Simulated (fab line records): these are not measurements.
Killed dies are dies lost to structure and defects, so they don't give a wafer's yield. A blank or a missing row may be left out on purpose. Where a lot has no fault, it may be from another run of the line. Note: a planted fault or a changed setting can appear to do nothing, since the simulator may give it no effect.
What tool caused it? | flow sky130 | 72 wafers from 24 lots sampled at 6 of the route's 708 steps

## WHAT THE GAUGES SHOWED, per wafer
SKY_VT_ADJUST_LVTN_OVL_MEAS_07.
lot  | measured     | on         | VT_ADJUST_LVTN_OVL (nm)
L074 | day 6 21:00  | overlay-02 | -0.2 0.9 -0.9
L075 | day 7 05:34  | overlay-02 | -2.1 -1.0 -1.1
L076 | day 7 10:13  | overlay-02 | 2.8 2.1 2.2
L077 | day 7 14:33  | overlay-01 | 3.2 0.8 0.7
L078 | day 8 00:22  | overlay-01 | -0.8 0.8 1.0
L079 | day 8 18:18  | overlay-01 | 1.1 0.4 0.6
L081 | day 8 23:26  | overlay-02 | 0.2 1.8 1.2
L080 | day 9 00:13  | overlay-02 | -1.2 1.7 -0.2
L082 | day 9 01:45  | overlay-01 | -1.0 0.6 0.9
L083 | day 9 08:25  | overlay-01 | -1.4 -1.9 -2.2
L084 | day 9 16:13  | overlay-01 | 1.5 2.2 1.0
L085 | day 10 06:42 | overlay-02 | -0.7 -2.1 0.1
L087 | day 10 16:07 | overlay-02 | -0.9 -1.8 0.0
L086 | day 10 16:22 | overlay-01 | 0.6 0.9 2.6
L088 | day 10 22:58 | overlay-02 | 0.1 -0.2 2.0
L089 | day 11 07:15 | overlay-01 | -1.9 -2.7 -1.3
L090 | day 11 10:40 | overlay-02 | 1.0 -1.0 -0.6
L091 | day 11 16:15 | overlay-01 | 0.8 -1.0 0.6
L093 | day 12 01:55 | overlay-01 | 0.5 1.5 1.4
L092 | day 12 03:40 | overlay-01 | -0.5 -2.9 -0.3
L094 | day 12 10:00 | overlay-01 | -2.0 -2.0 0.3
L095 | day 12 17:49 | overlay-01 | -1.2 -0.9 -2.9
L096 | day 12 20:52 | overlay-02 | -2.9 -0.7 -1.2
L097 | day 13 04:33 | overlay-01 | -2.8 -2.2 0.4

SKY_VT_ADJUST_LVTN_TW_MEAS_10.
lot  | measured     | on            | VT_ADJUST_LVTN_TW
L074 | day 6 21:17  | film metro-04 | 243.4 243.8 244.0
L075 | day 7 05:52  | film metro-03 | 242.6 242.0 241.5
L076 | day 7 10:30  | film metro-03 | 241.3 241.7 242.4
L077 | day 7 14:50  | film metro-02 | 244.6 245.4 243.4
L078 | day 8 00:39  | film metro-04 | 242.5 243.4 244.7
L079 | day 8 18:35  | film metro-03 | 239.3 240.0 240.5
L081 | day 8 23:43  | film metro-04 | 244.8 244.5 244.7
L080 | day 9 00:31  | film metro-04 | 244.5 243.4 244.2
L082 | day 9 02:02  | film metro-03 | 239.7 240.9 239.1
L083 | day 9 08:42  | film metro-03 | 238.8 241.1 239.9
L084 | day 9 16:31  | film metro-04 | 245.5 244.9 244.8
L085 | day 10 06:59 | film metro-03 | 242.0 241.5 242.7
L087 | day 10 16:24 | film metro-02 | 245.0 244.5 244.7
L086 | day 10 16:40 | film metro-03 | 242.7 240.6 241.4
L088 | day 10 23:16 | film metro-04 | 241.3 242.0 241.3
L089 | day 11 07:32 | film metro-03 | 240.2 239.6 240.7
L090 | day 11 10:58 | film metro-04 | 244.7 244.0 243.1
L091 | day 11 16:32 | film metro-02 | 245.1 245.3 244.4
L093 | day 12 02:13 | film metro-03 | 241.1 240.8 241.2
L092 | day 12 03:57 | film metro-03 | 242.5 240.4 240.3
L094 | day 12 10:17 | film metro-04 | 242.1 243.7 244.1
L095 | day 12 18:06 | film metro-04 | 243.0 244.0 242.0
L096 | day 12 21:10 | film metro-02 | 246.3 244.0 243.4
L097 | day 13 04:50 | film metro-02 | 243.6 244.8 243.9

SKY_SONOS_ONO_THK_MEAS_01.
lot  | measured     | on            | SONOS_ONO_OXIDATION_THK (nm)
L074 | day 11 12:55 | film metro-04 | 2.59 2.65 2.56
L075 | day 11 20:03 | film metro-04 | 2.54 2.52 2.55
L076 | day 12 01:32 | film metro-02 | 2.61 2.55 2.48
L077 | day 12 09:37 | film metro-02 | 2.68 2.61 2.59
L078 | day 12 20:43 | film metro-02 | 2.60 2.66 2.67
L079 | day 13 16:39 | film metro-02 | 2.53 2.60 2.56
L081 | day 13 22:05 | film metro-02 | 2.68 2.60 2.67
L080 | day 14 00:58 | film metro-02 | 2.59 2.66 2.64
L082 | day 14 04:52 | film metro-02 | 2.58 2.58 2.54
L083 | day 14 12:10 | film metro-04 | 2.65 2.66 2.71
L084 | day 14 19:29 | film metro-02 | 2.57 2.62 2.53
L085 | day 15 13:53 | film metro-01 | 2.63 2.63 2.64
L087 | day 15 23:22 | film metro-04 | 2.58 2.52 2.55
L086 | day 16 01:46 | film metro-01 | 2.63 2.55 2.50
L088 | day 16 10:13 | film metro-01 | 2.60 2.57 2.55
L089 | day 16 19:08 | film metro-04 | 2.55 2.61 2.54
L090 | day 17 00:44 | film metro-02 | 2.55 2.63 2.51
L091 | day 17 07:06 | film metro-02 | 2.57 2.61 2.56
L093 | day 17 16:07 | film metro-01 | 2.51 2.61 2.52
L092 | day 17 19:33 | film metro-01 | 2.57 2.53 2.56
L094 | day 18 02:09 | film metro-01 | 2.60 2.56 2.57
L095 | day 18 14:59 | film metro-01 | 2.60 2.61 2.56
L096 | day 18 17:44 | film metro-01 | 2.59 2.62 2.58
L097 | day 19 04:56 | film metro-01 | 2.61 2.55 2.58

SKY_SONOS_ONO_THK_MEAS_03.
lot  | measured     | on            | SONOS_ONO_CVD_02_THK (nm)
L074 | day 11 14:02 | film metro-04 | 10.39 10.50 10.56
L075 | day 11 21:26 | film metro-04 | 10.30 10.39 10.34
L076 | day 12 02:57 | film metro-04 | 10.51 10.43 10.53
L077 | day 12 11:59 | film metro-04 | 10.30 10.37 10.41
L078 | day 13 00:18 | film metro-04 | 10.75 10.62 10.55
L079 | day 13 22:52 | film metro-02 | 10.50 10.50 10.56
L081 | day 14 03:09 | film metro-04 | 10.50 10.46 10.47
L080 | day 14 03:09 | film metro-01 | 10.71 10.54 10.69
L082 | day 14 09:25 | film metro-02 | 10.62 10.58 10.64
L083 | day 14 16:21 | film metro-04 | 10.71 10.62 10.52
L084 | day 15 00:40 | film metro-02 | 10.44 10.29 10.24
L085 | day 15 18:11 | film metro-01 | 10.45 10.43 10.52
L087 | day 16 02:56 | film metro-01 | 10.54 10.41 10.48
L086 | day 16 09:14 | film metro-01 | 10.58 10.56 10.63
L088 | day 16 15:18 | film metro-01 | 10.61 10.77 10.71
L089 | day 17 02:04 | film metro-02 | 10.90 10.99 10.83
L090 | day 17 06:20 | film metro-02 | 10.63 10.64 10.57
L091 | day 17 10:22 | film metro-02 | 10.67 10.68 10.59
L093 | day 17 18:37 | film metro-04 | 10.71 10.83 10.59
L092 | day 17 21:26 | film metro-02 | 10.46 10.54 10.47
L094 | day 18 03:16 | film metro-02 | 10.50 10.65 10.58
L095 | day 18 16:50 | film metro-01 | 10.50 10.43 10.64
L096 | day 18 18:51 | film metro-01 | 10.52 10.43 10.58
L097 | day 19 08:08 | film metro-02 | 10.31 10.39 10.38

## EACH LOT AND THE TOOL THAT RAN IT (in order: tool; ch and the chambers of the sampled wafers; start)
lot  | SKY_NWELL_RTA_28                 | SKY_VT_ADJUST_HVTR_STRIP_10
L074 | rtp anneal-02 ch 0, day 5 08:31  | plasma asher-04 ch 0,1, day 9 12:26
L075 | rtp anneal-01 ch 0, day 5 16:05  | plasma asher-03 ch 1, day 9 21:08
L076 | rtp anneal-02 ch 0, day 5 19:19  | plasma asher-03 ch 0,1, day 10 01:47
L077 | rtp anneal-01 ch 0, day 6 00:13  | plasma asher-03 ch 0,1, day 10 06:58
L078 | rtp anneal-02 ch 0, day 6 09:40  | plasma asher-03 ch 0,1, day 10 17:50
L079 | rtp anneal-01 ch 0, day 7 01:58  | plasma asher-01 ch 0,1, day 11 13:17
L081 | rtp anneal-02 ch 0, day 7 05:30  | plasma asher-01 ch 0,1, day 11 18:22
L080 | rtp anneal-01 ch 0, day 7 05:51  | plasma asher-01 ch 0,1, day 11 19:10
L082 | rtp anneal-02 ch 0, day 7 08:22  | plasma asher-01 ch 0,1, day 11 22:29
L083 | rtp anneal-02 ch 0, day 7 13:52  | plasma asher-04 ch 0,1, day 12 06:17
L084 | rtp anneal-02 ch 0, day 7 21:29  | plasma asher-03 ch 0,1, day 12 14:25
L085 | rtp anneal-02 ch 0, day 8 10:07  | plasma asher-03 ch 0,1, day 13 06:47
L087 | rtp anneal-01 ch 0, day 8 19:52  | plasma asher-01 ch 0,1, day 13 16:55
L086 | rtp anneal-02 ch 0, day 8 20:14  | plasma asher-04 ch 0,1, day 13 18:56
L088 | rtp anneal-02 ch 0, day 9 02:59  | plasma asher-01 ch 0,1, day 14 02:46
L089 | rtp anneal-01 ch 0, day 9 09:58  | plasma asher-01 ch 0,1, day 14 11:04
L090 | rtp anneal-01 ch 0, day 9 13:29  | plasma asher-01 ch 0,1, day 14 15:08
L091 | rtp anneal-02 ch 0, day 9 17:34  | plasma asher-04 ch 0,1, day 14 20:37
L093 | rtp anneal-01 ch 0, day 10 03:10 | plasma asher-01 ch 0,1, day 15 06:25
L092 | rtp anneal-02 ch 0, day 10 05:04 | plasma asher-03 ch 0,1, day 15 08:53
L094 | rtp anneal-02 ch 0, day 10 10:37 | plasma asher-03 ch 0,1, day 15 15:47
L095 | rtp anneal-01 ch 0, day 10 17:41 | plasma asher-01 ch 0,1, day 16 02:05
L096 | rtp anneal-02 ch 0, day 10 20:48 | plasma asher-03 ch 0,1, day 16 03:58
L097 | rtp anneal-01 ch 0, day 11 02:55 | plasma asher-01 ch 0,1, day 16 11:47
- SKY_NWELL_RTA_28: time 30 s.
- SKY_VT_ADJUST_HVTR_STRIP_10: strips in O2/N2.

## AS READ BY THE TOOLS THEMSELVES (means over the sampled wafers that have a number; for cases with no such wafer, the mark the record gives instead)
SKY_NWELL_RTA_28.
lot  | tool          | lamp power pct (%) | ramp down c per s | wafer_temp_C_max
L074 | rtp anneal-02 | 25.28              | 90.013            | 1054.5
L075 | rtp anneal-01 | 25.38              | 90.015            | 1055.1
L076 | rtp anneal-02 | 25.26              | 89.997            | 1054.5
L077 | rtp anneal-01 | 25.27              | 89.996            | 1055.3
L078 | rtp anneal-02 | 25.34              | 90.008            | 1054.6
L079 | rtp anneal-01 | 25.28              | 90.001            | 1055.4
L081 | rtp anneal-02 | 25.32              | 90.000            | 1054.4
L080 | rtp anneal-01 | 25.36              | 90.001            | 1054.9
L082 | rtp anneal-02 | 25.30              | 90.003            | 1054.9
L083 | rtp anneal-02 | 25.27              | 90.002            | 1054.6
L084 | rtp anneal-02 | 25.30              | 90.000            | 1055.3
L085 | rtp anneal-02 | 25.32              | 90.011            | 1054.7
L087 | rtp anneal-01 | 25.36              | 89.998            | 1054.5
L086 | rtp anneal-02 | 25.29              | 89.998            | 1053.7
L088 | rtp anneal-02 | 25.28              | 90.007            | 1054.5
L089 | rtp anneal-01 | 25.34              | 89.997            | 1054.9
L090 | rtp anneal-01 | 25.34              | 89.997            | 1055.5
L091 | rtp anneal-02 | 25.31              | 89.993            | 1053.9
L093 | rtp anneal-01 | 25.27              | 89.997            | 1054.7
L092 | rtp anneal-02 | 25.33              | 90.003            | 1055.5
L094 | rtp anneal-02 | 25.33              | 89.989            | 1055.3
L095 | rtp anneal-01 | 25.32              | 90.000            | 1054.4
L096 | rtp anneal-02 | 25.27              | 90.011            | 1056.0
L097 | rtp anneal-01 | 25.29              | 90.009            | 1054.4

SKY_VT_ADJUST_HVTR_STRIP_10.
lot  | tool            | drypump motor current A (A) | oes product au (a.u.) | strip time to endpoint s (s)
L074 | plasma asher-04 | 5.9                         | 0.717                 | 14.26
L075 | plasma asher-03 | 6.3                         | 0.715                 | 14.24
L076 | plasma asher-03 | 6.2                         | 0.717                 | 14.18
L077 | plasma asher-03 | 6.2                         | 0.721                 | 14.15
L078 | plasma asher-03 | 6.3                         | 0.708                 | 14.20
L079 | plasma asher-01 | 5.2                         | 0.720                 | 14.21
L081 | plasma asher-01 | 5.2                         | 0.714                 | 14.20
L080 | plasma asher-01 | 5.2                         | 0.713                 | 14.11
L082 | plasma asher-01 | 5.1                         | 0.717                 | 14.19
L083 | plasma asher-04 | 5.9                         | 0.716                 | 14.22
L084 | plasma asher-03 | 6.2                         | 0.718                 | 14.19
L085 | plasma asher-03 | 6.2                         | 0.715                 | 14.22
L087 | plasma asher-01 | 5.2                         | 0.714                 | 14.17
L086 | plasma asher-04 | 5.7                         | 0.714                 | 14.19
L088 | plasma asher-01 | 5.3                         | 0.715                 | 14.14
L089 | plasma asher-01 | 5.1                         | 0.718                 | 14.19
L090 | plasma asher-01 | 5.1                         | 0.713                 | 14.15
L091 | plasma asher-04 | 5.6                         | 0.716                 | 14.13
L093 | plasma asher-01 | 5.2                         | 0.716                 | 14.16
L092 | plasma asher-03 | 6.2                         | 0.716                 | 14.18
L094 | plasma asher-03 | 6.3                         | 0.710                 | 14.20
L095 | plasma asher-01 | 5.2                         | 0.718                 | 14.15
L096 | plasma asher-03 | 6.3                         | 0.716                 | 14.18
L097 | plasma asher-01 | 5.1                         | 0.716                 | 14.21

## THE ANSWER, worked out from the rows above alone
Rule: the usual values come from the lots themselves. Put in order of their means at a reading, lots are off if they are a third of the lots or fewer, leave a main group of 4 or more, and stand apart from it by a gap of 3 or more times the standard deviation of the main group's means; of several such gaps the widest counts. If all means in a main group match to the digits the tables above print for the reading, that group is not used. A lot without any number at a reading at which 4 lots or more have one is off too. The other lots that the step has rows for count as sound. The gauges are gone through in route order, then the tools' own readings, and for those a lot's mean is taken as printed above. The first step at which some lot is off is used, and at that step the reading that is off furthest; a lot without a number counts as furthest.
No lot is off on any of the readings shown, so nothing can be concluded from this.

## WHAT THE SIMULATOR HAD PUT IN
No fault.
